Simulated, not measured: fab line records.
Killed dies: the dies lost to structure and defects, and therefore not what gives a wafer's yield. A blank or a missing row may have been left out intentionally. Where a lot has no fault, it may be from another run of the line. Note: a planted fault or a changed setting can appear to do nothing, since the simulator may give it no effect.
What tool caused it? + flow gf180mcu + 42 wafers from 14 lots sampled at 2 of the route's 602 steps

## WHAT THE GAUGES READ, wafer by wafer
GF_HV_LDD_CD_MEAS_46 targets a cd of 400 nm. Usual: cd nm at 399.6 nm, with a standard deviation of 2.4.
| lot  | measured     | on        | cd nm (nm)        | flag |
|------|--------------|-----------|-------------------|------|
| L567 | day 12 17:20 | cd sem-01 | 398.9 398.5 397.7 |      |
| L568 | day 13 03:37 | cd sem-02 | 397.7 397.0 398.4 |      |
| L569 | day 13 09:14 | cd sem-01 | 402.8 402.9 400.7 |      |
| L570 | day 13 15:38 | cd sem-01 | 399.7 397.2 400.3 |      |
| L571 | day 14 02:23 | cd sem-02 | 400.7 400.6 398.5 |      |
| L572 | day 14 12:01 | cd sem-01 | 400.4 402.5 400.4 |      |
| L573 | day 14 20:23 | cd sem-01 | 398.5 399.3 401.1 |      |
| L574 | day 14 23:56 | cd sem-02 | 401.0 401.0 402.0 |      |
| L576 | day 15 17:32 | cd sem-01 | 399.2 400.2 398.1 |      |
| L578 | day 16 09:38 | cd sem-01 | 396.4 397.4 396.0 |      |
| L579 | day 16 15:44 | cd sem-01 | 398.6 397.4 399.8 |      |
| L580 | day 16 23:13 | cd sem-01 | 400.0 402.2 401.1 |      |
| L584 | day 18 11:05 | cd sem-02 | 398.6 399.0 399.7 |      |
| L585 | day 18 18:08 | cd sem-02 | 398.7 399.4 402.6 |      |

## TOOL THAT RAN EACH LOT (tool first, then ch and the chambers of the sampled wafers, then the start)
| lot  | GF_VT_IMPLANT_RTA_45             |
|------|----------------------------------|
| L567 | rtp anneal-02 ch 0, day 7 20:06  |
| L568 | rtp anneal-01 ch 0, day 8 02:52  |
| L569 | rtp anneal-02 ch 0, day 8 11:07  |
| L570 | rtp anneal-01 ch 0, day 8 16:03  |
| L571 | rtp anneal-01 ch 0, day 8 23:34  |
| L572 | rtp anneal-02 ch 0, day 9 06:36  |
| L573 | rtp anneal-02 ch 0, day 9 14:37  |
| L574 | rtp anneal-01 ch 0, day 9 17:26  |
| L576 | rtp anneal-02 ch 0, day 10 09:39 |
| L578 | rtp anneal-02 ch 0, day 10 23:05 |
| L579 | rtp anneal-01 ch 0, day 11 05:26 |
| L580 | rtp anneal-02 ch 0, day 11 09:33 |
| L584 | rtp anneal-02 ch 0, day 12 15:44 |
| L585 | rtp anneal-02 ch 0, day 12 21:20 |
- GF_VT_IMPLANT_RTA_45: time 30 s.

## AS READ BY THE TOOLS THEMSELVES (means over the sampled wafers that have a number; for cases with no such wafer, the mark the record gives instead)
GF_VT_IMPLANT_RTA_45. Usual: lamp power pct 30.2 %, standard deviation 1.1; wafer_temp_C_max 1054.2, standard deviation 1.5.
| lot  | tool          | lamp power pct (%) | wafer_temp_C_max | flag |
|------|---------------|--------------------|------------------|------|
| L567 | rtp anneal-02 | 29.3               | 1055.5           |      |
| L568 | rtp anneal-01 | 31.7               | 1052.9           |      |
| L569 | rtp anneal-02 | 29.3               | 1056.3           |      |
| L570 | rtp anneal-01 | 31.6               | 1052.6           |      |
| L571 | rtp anneal-01 | 31.6               | 1052.3           |      |
| L572 | rtp anneal-02 | 29.3               | 1055.6           |      |
| L573 | rtp anneal-02 | 29.3               | 1055.0           |      |
| L574 | rtp anneal-01 | 31.6               | 1052.9           |      |
| L576 | rtp anneal-02 | 29.3               | 1055.6           |      |
| L578 | rtp anneal-02 | 29.3               | 1055.4           |      |
| L579 | rtp anneal-01 | 31.6               | 1052.6           |      |
| L580 | rtp anneal-02 | 29.3               | 1055.2           |      |
| L584 | rtp anneal-02 | 22.8               | 961.4            | OFF  |
| L585 | rtp anneal-02 | 22.8               | 962.6            | OFF  |

## THE ANSWER, worked out from the rows above alone
Rule: lot off if the mean of its wafers having a number is beyond 3 standard deviations from the usual mean. Also off: a lot with no number at a reading for which 4 or more lots have one. The other lots that the step has rows for count as sound. First the gauges in route order, then the tools' own readings, where a lot's mean is used as printed above. The first step at which some lot is off is used, and at that step the reading that is off furthest; a lot without a number counts as furthest.
Off at GF_VT_IMPLANT_RTA_45 (wafer_temp_C_max): L584, L585.
If a tool, at that step or one of the process steps before it, ran each lot that is off and ran no sound lot following the first of them, it fits. One fits: rtp anneal-02 at GF_VT_IMPLANT_RTA_45. Its last sound lot is L580 (day 11 09:33), its first lot that is off L584 (day 12 15:44): a fault that began between those two fits.
The tool's own readings at GF_VT_IMPLANT_RTA_45 bear it out: on the lots that are off they differ by more than 5 times the standard deviation of the sound lots' means. lamp power pct reads 22.8 % there against 30.3 % on the sound lots; wafer_temp_C_max reads 962.0 there against 1054.3 on the sound lots.

## WHAT THE SIMULATOR PUT IN
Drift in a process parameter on rtp anneal-02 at GF_VT_IMPLANT_RTA_45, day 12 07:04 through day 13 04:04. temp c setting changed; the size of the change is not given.
Shown lots that were struck: L584, L585. The rule above found the same.
